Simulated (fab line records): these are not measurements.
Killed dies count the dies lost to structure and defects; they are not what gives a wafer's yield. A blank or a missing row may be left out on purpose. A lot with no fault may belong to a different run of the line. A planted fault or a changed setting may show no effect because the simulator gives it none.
Which tool did it?    flow sky130    at 1 step of a route of 708, 13 lots with 39 wafers sampled

## WHAT EACH GAUGE READ, for each wafer
SKY_NWELL_TW_MEAS_15.
lot   measured      on             NWELL_TW
L589  day 4 21:22   film-metro-04  1809 1808 1800
L590  day 4 21:46   film-metro-02  1801 1794 1795
L591  day 5 04:34   film-metro-02  1792 1788 1794
L598  day 6 19:40   film-metro-04  1797 1800 1807
L599  day 6 23:53   film-metro-02  1791 1792 1796
L604  day 8 03:19   film-metro-04  1801 1799 1797
L605  day 8 10:40   film-metro-02  1802 1803 1799
L606  day 8 16:38   film-metro-02  1809 1799 1802
L608  day 9 04:43   film-metro-04  1800 1794 1797
L609  day 9 12:16   film-metro-03  1786 1781 1778
L610  day 9 16:57   film-metro-04  1789 1785 1789
L611  day 10 00:16  film-metro-02  1792 1790 1797
L612  day 10 07:52  film-metro-02  1800 1795 1804

## WHICH TOOL RAN EACH LOT (tool, then ch and the chambers of the sampled wafers, then the start)
Record: no process step prior to these readings.

## WHAT THE TOOLS THEMSELVES READ (means of the sampled wafers that have a number; where no wafer has one, the mark that the record gives instead)
The record holds no such reading with a usual standard deviation.

## THE ANSWER, worked out from the rows above alone
Rule: what is usual is taken from the lots themselves. Put in order of their means at a reading, lots are off if they are a third of the lots or fewer, leave a main group of 4 or more, and stand apart from it by a gap of 3 or more times the standard deviation of the main group's means; of several such gaps the widest counts. A main group whose means are all the same, to the digits that the tables above print for the reading, isn't used. Also off: a lot with no number at a reading for which 4 or more lots have one. Where the step has rows for the other lots, those lots are counted as sound. The gauges are gone through in route order, then the tools' own readings, and for those a lot's mean is taken as printed above. At the first step where some lot is off, the reading lying furthest off is the one used; lots without a number count as furthest.
No lot is off on any of the readings shown, so nothing can be concluded from this.

## WHAT THE SIMULATOR HAD PUT IN
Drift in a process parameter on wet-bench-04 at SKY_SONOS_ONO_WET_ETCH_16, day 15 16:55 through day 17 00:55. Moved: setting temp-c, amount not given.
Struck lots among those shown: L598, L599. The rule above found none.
